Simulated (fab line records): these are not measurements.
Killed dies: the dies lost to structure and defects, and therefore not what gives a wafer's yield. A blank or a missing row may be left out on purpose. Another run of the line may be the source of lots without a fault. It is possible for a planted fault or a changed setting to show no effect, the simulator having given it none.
Chamber matching || flow gf180mcu || GF_CONTACT_CVD_00 on hdpcvd-02 has 3 sister chambers
The step deposits SiO2, target thk 300 nm, time 50 s. 14 wafers are shown with their chamber, then 7 later ones without.

## WAFERS WITH THEIR CHAMBER
{"wafer": "L450.1", "chamber": 0, "pressureMtorr (mTorr)": 6.004}
{"wafer": "L450.2", "chamber": 1, "pressureMtorr (mTorr)": 5.989}
{"wafer": "L450.3", "chamber": 2, "pressureMtorr (mTorr)": 5.993}
{"wafer": "L452.1", "chamber": 0, "pressureMtorr (mTorr)": 5.993}
{"wafer": "L452.2", "chamber": 2, "pressureMtorr (mTorr)": 5.996}
{"wafer": "L452.5", "chamber": 2, "pressureMtorr (mTorr)": 6.009}
{"wafer": "L464.1", "chamber": 1, "pressureMtorr (mTorr)": 5.993}
{"wafer": "L464.3", "chamber": 0, "pressureMtorr (mTorr)": 6.021}
{"wafer": "L464.5", "chamber": 0, "pressureMtorr (mTorr)": 6.017}
{"wafer": "L468.2", "chamber": 2, "pressureMtorr (mTorr)": 6.007}
{"wafer": "L468.3", "chamber": 2, "pressureMtorr (mTorr)": 5.987}
{"wafer": "L468.5", "chamber": 0, "pressureMtorr (mTorr)": 6.004}
{"wafer": "L470.1", "chamber": 0, "pressureMtorr (mTorr)": 6.004}
{"wafer": "L470.2", "chamber": 1, "pressureMtorr (mTorr)": 5.991}

SIGNATURES (averages over the wafers above)
{"reading": "pressureMtorr", "chamber 0": 6.00717, "chamber 1": 5.99100, "chamber 2": 5.99840, "scatter within a chamber": 0.00893}
Rule: for a wafer and a chamber, the distance is found by dividing, reading by reading, the gap between the wafer's reading and the chamber's mean by the reading's scatter, squaring, summing and taking the root. The wafer belongs to the nearest chamber; if the next one is less than 2 further off, it can't be placed. The scatter: take each reading less its chamber's mean, square it, sum over the shown wafers, divide by the number of wafers less the number of chambers, and take the root.

## WAFERS WITHOUT THEIR CHAMBER
{"wafer": "L470.4", "pressureMtorr (mTorr)": 5.990}
{"wafer": "L471.1", "pressureMtorr (mTorr)": 6.000}
{"wafer": "L471.2", "pressureMtorr (mTorr)": 5.993}
{"wafer": "L471.4", "pressureMtorr (mTorr)": 6.020}
{"wafer": "L473.1", "pressureMtorr (mTorr)": 6.007}
{"wafer": "L473.3", "pressureMtorr (mTorr)": 5.988}
{"wafer": "L473.6", "pressureMtorr (mTorr)": 5.989}

## WHICH CHAMBER EACH WENT THROUGH
{"wafer": "L470.4", "from the rows above": "can't be placed: 1 or 2 or 0", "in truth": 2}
{"wafer": "L471.1", "from the rows above": "can't be placed: 2 or 0 or 1", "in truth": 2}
{"wafer": "L471.2", "from the rows above": "can't be placed: 1 or 2 or 0", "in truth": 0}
{"wafer": "L471.4", "from the rows above": "can't be placed: 0 or 2 or 1", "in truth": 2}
{"wafer": "L473.1", "from the rows above": "can't be placed: 0 or 2 or 1", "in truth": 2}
{"wafer": "L473.3", "from the rows above": "can't be placed: 1 or 2 or 0", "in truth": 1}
{"wafer": "L473.6", "from the rows above": "can't be placed: 1 or 2 or 0", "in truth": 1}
Correct placement for 0 of the 7. These rows do not allow placing 7 (true chamber among the candidates in 7). 0 placed wrongly.
